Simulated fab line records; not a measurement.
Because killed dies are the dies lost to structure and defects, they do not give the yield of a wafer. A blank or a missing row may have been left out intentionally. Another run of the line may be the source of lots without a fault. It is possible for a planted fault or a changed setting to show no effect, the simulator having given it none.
fab line records	flow gf180mcu
[record] lots = 13	wafers = 39	last-day = 34
route steps=602 shown SALICIDE@280 V2@386 V3@454
lots untouched by any fault: they come from a run of this same line in which no faults occurred
start-h: the number of hours between the record's first day and the start of the first shown wafer of the lot	wait-h: hours elapsed since this lot's preceding step	" same as the row above	L1.1+2: one row covering several wafers at once	- no value, or no start given	* or withheld: withheld	< > ~ a bound
route shown NAME@n: NAME is a module with steps in the file, n the number in the route of the first one	usual: mean and standard deviation over wafers with no fault	same: alike in all rows	chamber/n: place in a boat	sites: per-site readings	_std_site: standard deviation of those values	_edge_site: inner sites' mean taken away from outer sites' mean	radius-mm: for every site, how far away it sits from the centre of the wafer	mask NAME#n: copy n	behind: the most recent tool/chamber to have shaped the wafer	hold: what put the lot on hold/how long, in hours/how the hold closed	device: whichever transistor did not switch (one of n, p or np)	end of line: tests run on the same wafers once the route is complete	a step with no rows: only its recipe	killed: at the first sort, the dies lost to defects and structure; wafer yield is something else	map: a wafer's dies, marking killed ones x, the rest . and places with no die _
set.NAME: the setting as run; set.NAME@STEP: as run at that earlier step	model.NAME: the simulator's own value behind a step, which no gauge read
route steps across a sampled set of lots; one table per step, one row per wafer
services: when a tool's chamber went out of use (start-h, in hours from the record's first day, below 0 if earlier), for how many hours, and the reason
[[steps]]
[step GF_SALICIDE_SPUTTER_02]
[recipe] material = Co	target-thk-nm = 10	power-w = 1000	time-s = 20	chamber-pressure-pa = 0.4
[usual] throttle-valve-pct = 30.3/0.71
lot.wafer	tool	chamber	start-h	wait-h	throttle-valve-pct
L460.2	pvd-sputter-02	-	338.06	0.0	29.7
L460.3	"	-	"	"	29.9
L460.5	"	-	"	"	30.6
L461.1	pvd-sputter-03	-	343.27	0.0	29.7
L461.3	"	-	"	"	30.4
L461.5	"	-	"	"	29.6
L462.1	pvd-sputter-04	-	358.85	0.0	30.7
L462.3	"	-	"	"	30.1
L462.4	"	-	"	"	30.6
L464.3	pvd-sputter-02	-	374.17	0.0	31.5
L464.4	"	-	"	"	29.8
L464.5	"	-	"	"	31.5
L465.1	pvd-sputter-04	-	378.62	0.0	30.2
L465.3	"	-	"	"	30.0
L465.5	"	-	"	"	30.5
L467.2	pvd-sputter-04	-	400.46	0.0	30.6
L467.4	"	-	"	"	30.0
L467.5	"	-	"	"	29.8
L468.1	pvd-sputter-03	-	409.87	0.0	32.2
L468.3	"	-	"	"	29.2
L468.6	"	-	"	"	29.3
L470.2	pvd-sputter-03	-	429.40	0.0	29.6
L470.5	"	-	"	"	29.4
L470.6	"	-	"	"	31.5
L473.3	pvd-sputter-02	-	452.55	0.0	30.7
L473.5	"	-	"	"	29.9
L473.6	"	-	"	"	31.4
L475.1	pvd-sputter-02	-	479.42	0.0	31.4
L475.5	"	-	"	"	30.6
L475.6	"	-	"	"	31.3
L480.1	pvd-sputter-03	-	511.29	0.0	29.4
L480.2	"	-	"	"	31.9
L480.4	"	-	"	"	29.2
L481.1	pvd-sputter-03	-	516.10	0.0	30.2
L481.3	"	-	"	"	29.5
L481.6	"	-	"	"	29.2
L483.4	pvd-sputter-02	-	536.40	0.0	30.8
L483.5	"	-	"	"	30.1
L483.6	"	-	"	"	29.9
[step GF_SALICIDE_RS_MEAS_04]
[recipe] thk-meas-gauge = four-point-probe	reads = TiN_of_SALICIDE_SPUTTER_03+Co_of_SALICIDE_SPUTTER_02
[usual] SALICIDE_TIN_RS = 16.4/0.32
lot.wafer	tool	chamber	start-h	wait-h	SALICIDE_TIN_RS[ohm/sq]
L460.2	film-metro-04	-	338.13	0.0	16.0
L460.3	"	-	"	"	16.2
L460.5	"	-	"	"	16.5
L461.1	film-metro-04	-	343.32	0.0	16.5
L461.3	"	-	"	"	16.5
L461.5	"	-	"	"	16.5
L462.1	film-metro-03	-	358.90	0.0	16.1
L462.3	"	-	"	"	15.8
L462.4	"	-	"	"	16.0
L464.3	film-metro-01	-	374.26	0.1	16.6
L464.4	"	-	"	"	16.2
L464.5	"	-	"	"	16.7
L465.1	film-metro-04	-	378.67	0.0	16.5
L465.3	"	-	"	"	16.8
L465.5	"	-	"	"	16.9
L467.2	film-metro-03	-	400.53	0.0	16.7
L467.4	"	-	"	"	15.9
L467.5	"	-	"	"	16.0
L468.1	film-metro-01	-	409.92	0.0	16.2
L468.3	"	-	"	"	16.7
L468.6	"	-	"	"	16.6
L470.2	film-metro-04	-	429.48	0.0	16.0
L470.5	"	-	"	"	16.2
L470.6	"	-	"	"	15.9
L473.3	film-metro-04	-	452.64	0.1	17.9
L473.5	"	-	"	"	17.7
L473.6	"	-	"	"	18.2
L475.1	film-metro-01	-	479.47	0.0	17.7
L475.5	"	-	"	"	17.6
L475.6	"	-	"	"	17.7
L480.1	film-metro-04	-	511.35	0.0	16.7
L480.2	"	-	"	"	16.2
L480.4	"	-	"	"	16.2
L481.1	film-metro-04	-	516.16	0.0	16.2
L481.3	"	-	"	"	16.2
L481.6	"	-	"	"	16.1
L483.4	film-metro-04	-	536.52	0.1	16.4
L483.5	"	-	"	"	16.2
L483.6	"	-	"	"	16.3
[step GF_V2_CMP_04]
[recipe] material = SiO2	down-force-psi = 4	platen-rpm = 60	pad-velocity-m-s = 0.94248
[usual] motor-current-A = 11.8/1.8	slurry-filter-dp-kPa = 13.49/0.15	slurry-flow-ml-min = 150.0/0.48	time-to-endpoint-s = 79/5
lot.wafer	tool	chamber	start-h	wait-h	motor-current-A	slurry-filter-dp-kPa	slurry-flow-ml-min	time-to-endpoint-s
L460.3	cmp-02	0	436.95	0.0	14.9	13.35	150.4	83
L460.2	"	2	"	"	11.5	13.52	149.5	78
L460.5	"	1	"	"	9.1	13.54	149.8	87
L461.1	cmp-01	0	442.43	0.1	13.2	13.48	150.3	72
L461.3	"	2	"	"	12.2	13.28	149.9	82
L461.5	"	0	"	"	13.4	13.31	150.4	77
L462.1	cmp-02	2	459.76	0.1	11.6	13.41	149.5	77
L462.3	"	3	"	"	11.1	13.52	150.2	76
L462.4	"	0	"	"	14.4	13.44	150.3	84
L464.4	cmp-01	3	479.71	0.1	10.2	13.60	150.2	76
L464.3	"	0	"	"	13.4	13.47	149.7	76
L464.5	"	1	"	"	12.4	13.73	150.3	79
L465.3	cmp-02	0	481.16	0.1	13.8	13.77	149.4	79
L465.1	"	1	"	"	8.8	13.44	150.1	75
L465.5	"	1	"	"	9.0	13.28	150.4	85
L467.2	cmp-01	3	506.18	0.0	10.4	13.73	150.5	71
L467.4	"	1	"	"	13.4	13.37	150.6	68
L467.5	"	3	"	"	10.5	13.59	149.9	76
L468.1	cmp-02	0	511.46	0.1	14.6	13.34	150.1	70
L468.3	"	1	"	"	9.5	13.37	148.9	69
L468.6	"	0	"	"	14.5	13.56	149.8	72
L470.2	cmp-02	3	532.29	0.2	10.8	13.65	148.9	83
L470.6	"	1	"	"	9.0	13.51	151.1	79
L470.5	"	2	"	"	12.0	13.33	150.5	82
L473.3	cmp-01	2	556.57	0.1	12.1	13.47	150.0	86
L473.5	"	1	"	"	13.1	13.56	149.6	78
L473.6	"	2	"	"	12.1	13.43	149.7	85
L475.1	cmp-02	3	577.88	0.3	10.8	13.64	150.0	79
L475.5	"	2	"	"	11.9	13.46	150.2	76
L475.6	"	3	"	"	9.7	13.28	149.0	82
L480.4	cmp-02	1	607.92	0.1	9.0	13.52	149.2	82
L480.1	"	2	"	"	11.1	13.47	149.9	76
L480.2	"	3	"	"	10.1	13.13	149.1	81
L481.3	cmp-01	2	611.56	0.1	12.5	13.81	150.3	77
L481.1	"	3	"	"	10.4	13.38	150.8	73
L481.6	"	1	"	"	13.3	13.31	149.6	82
L483.4	cmp-01	2	628.77	0.0	12.5	13.46	150.2	91
L483.6	"	2	"	"	12.7	13.52	150.8	85
L483.5	"	3	"	"	11.0	13.77	150.4	78
[step GF_V3_THK_MEAS_25]
[recipe] thk-meas-gauge = xrf	reads = W_of_V3_CVD_23
[usual] V3_W_THK = 352/4.8
lot.wafer	tool	chamber	start-h	wait-h	V3_W_THK[nm]
L460.2	film-metro-02	-	513.13	0.1	351
L460.3	"	-	"	"	345
L460.5	"	-	"	"	347
L461.1	film-metro-02	-	515.70	0.1	353
L461.3	"	-	"	"	355
L461.5	"	-	"	"	349
L462.1	film-metro-04	-	535.82	0.1	355
L462.3	"	-	"	"	355
L462.4	"	-	"	"	350
L464.3	film-metro-04	-	553.01	0.1	363
L464.4	"	-	"	"	361
L464.5	"	-	"	"	360
L465.1	film-metro-02	-	554.83	0.1	354
L465.3	"	-	"	"	349
L465.5	"	-	"	"	352
L467.2	film-metro-04	-	579.41	0.1	354
L467.4	"	-	"	"	346
L467.5	"	-	"	"	359
L468.1	film-metro-03	-	583.56	0.1	341
L468.3	"	-	"	"	348
L468.6	"	-	"	"	348
L470.2	film-metro-03	-	603.74	0.1	344
L470.5	"	-	"	"	341
L470.6	"	-	"	"	346
L473.3	film-metro-02	-	625.23	0.1	356
L473.5	"	-	"	"	354
L473.6	"	-	"	"	356
L475.1	film-metro-02	-	645.25	0.1	354
L475.5	"	-	"	"	356
L475.6	"	-	"	"	351
L480.1	film-metro-03	-	672.86	0.1	354
L480.2	"	-	"	"	355
L480.4	"	-	"	"	351
L481.1	film-metro-02	-	676.87	0.1	353
L481.3	"	-	"	"	354
L481.6	"	-	"	"	349
L483.4	film-metro-03	-	692.80	0.1	356
L483.5	"	-	"	"	359
L483.6	"	-	"	"	355
[step GF_V3_CMP_26]
[recipe] stop-on = SiO2	down-force-psi = 3.5	platen-rpm = 60	t-overpolish-s = 15	target-thk-nm = 0	pad-velocity-m-s = 0.94248
[usual] motor-current-A = 11.0/1.5	overpolish-run-s = 15.001/0.01	slurry-filter-dp-kPa = 13.50/0.14	slurry-flow-ml-min = 150.0/0.47	time-to-endpoint-s = 85/3.7
[same] t-overpolish-s = 15
lot.wafer	tool	chamber	start-h	wait-h	motor-current-A	overpolish-run-s	slurry-filter-dp-kPa	slurry-flow-ml-min	time-to-endpoint-s
L460.2	cmp-02	3	513.23	0.1	9.9	14.996	13.58	150.5	86
L460.3	"	0	"	"	13.2	15.013	13.49	149.9	81
L460.5	"	3	"	"	9.4	14.977	13.46	149.1	84
L461.1	cmp-01	2	515.76	0.1	11.2	14.995	13.46	150.7	85
L461.3	"	3	"	"	9.9	15.014	13.62	150.5	83
L461.5	"	3	"	"	9.6	15.012	13.39	150.1	81
L462.1	cmp-01	3	535.88	0.1	9.6	15.018	13.43	150.5	81
L462.4	"	0	"	"	11.7	14.997	13.62	150.1	80
L462.3	"	2	"	"	10.8	15.000	13.34	149.9	85
L464.4	cmp-01	3	553.10	0.1	9.7	14.997	13.44	149.4	78
L464.3	"	1	"	"	12.3	15.012	13.38	149.5	76
L464.5	"	2	"	"	11.1	14.996	13.34	150.0	82
L465.1	cmp-02	1	554.94	0.1	8.7	15.011	13.40	150.4	86
L465.3	"	2	"	"	10.5	15.009	13.32	149.6	89
L465.5	"	0	"	"	13.4	14.995	13.55	149.9	87
L467.4	cmp-02	0	579.46	0.0	13.5	14.994	13.31	149.9	81
L467.2	"	2	"	"	10.6	15.002	13.49	150.0	82
L467.5	"	1	"	"	8.4	14.983	13.46	150.3	85
L468.1	cmp-01	2	583.67	0.1	11.4	15.017	13.41	150.1	85
L468.3	"	0	"	"	12.0	15.005	13.55	149.5	85
L468.6	"	2	"	"	11.4	15.001	13.44	150.0	86
L470.2	cmp-01	3	603.89	0.1	9.3	14.975	13.43	149.3	80
L470.6	"	1	"	"	12.1	15.004	13.44	149.8	82
L470.5	"	2	"	"	10.9	14.994	13.21	150.1	82
L473.3	cmp-02	1	625.42	0.2	8.4	15.001	13.30	150.2	89
L473.5	"	2	"	"	11.2	15.007	13.48	149.8	84
L473.6	"	3	"	"	9.2	14.995	13.59	150.3	91
L475.1	cmp-02	2	645.36	0.1	10.7	15.015	13.49	149.8	87
L475.5	"	1	"	"	8.4	14.992	13.60	149.2	85
L475.6	"	2	"	"	10.5	15.001	13.53	150.5	84
L480.1	cmp-02	3	672.92	0.1	10.3	14.998	13.67	150.5	92
L480.2	"	0	"	"	13.1	14.984	13.29	149.6	90
L480.4	"	2	"	"	10.6	14.997	13.50	150.0	87
L481.1	cmp-01	3	676.93	0.1	10.2	15.024	13.52	150.0	86
L481.3	"	1	"	"	12.1	14.987	13.74	149.8	83
L481.6	"	3	"	"	9.4	14.984	13.71	150.2	83
L483.4	cmp-01	2	693.03	0.2	11.5	15.010	13.57	149.4	90
L483.5	"	3	"	"	9.8	15.000	13.53	150.0	86
L483.6	"	0	"	"	12.3	14.989	13.53	149.8	87
[[services]]
tool	chamber	start-h	hours	kind
cmp-01	-	333.68	0.5	repair
cmp-02	-	338.95	3.2	repair
cmp-01	-	340.00	0.9	repair
pvd-sputter-02	-	357.18	12.0	repair
cmp-02	-	358.77	4.7	pm
cmp-01	-	367.73	6.5	repair
pvd-sputter-02	-	381.81	4.1	repair
pvd-sputter-04	-	390.00	1.6	repair
cmp-02	-	404.01	4.0	pm
cmp-01	-	426.56	0.2	repair
pvd-sputter-03	-	450.82	2.4	repair
pvd-sputter-02	-	467.37	4.0	repair
cmp-02	-	473.34	1.4	repair
pvd-sputter-02	-	481.74	8.2	repair
cmp-02	-	490.37	2.9	repair
cmp-01	-	528.64	4.6	pm
cmp-01	-	571.26	1.3	repair
cmp-01	-	572.59	4.0	pm
pvd-sputter-02	-	592.48	2.3	repair
cmp-01	-	613.92	3.5	pm
cmp-02	-	629.34	1.5	repair
pvd-sputter-03	-	638.76	1.8	repair
pvd-sputter-02	-	655.99	6.3	repair
pvd-sputter-03	-	688.55	3.1	repair
[[key]]
[first-sign] step = GF_SALICIDE_RS_MEAS_04	reading = SALICIDE_TIN_RS	direction = up	sigmas = 4.5	usual = 16.4	struck = 17.8
effect none on later readings
met-at GF_SALICIDE_SPUTTER_02
struck-lots L473,L475
tester-left-out L473,L475
not-acting-at GF_V2_CMP_04,GF_V3_THK_MEAS_25,GF_V3_CMP_26
onset-between 374.17 452.55
[fault] kind = process-parameter-drift	tool = pvd-sputter-02	chamber = -	onset-h = 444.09	steps = GF_SALICIDE_SPUTTER_02	channel = target-thk-nm	offset = -0.72039	shape = step	end-h = 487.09	acts-in = these-recipes-only	stated = 10
// tester-left-out: of these lots the tester's yield and bins aren't shown, on N5 and GAA mostly nor the transistor test; their killed dies are dies lost to structure and defects alone, not to doping, threshold or leakage, so they don't give the yield
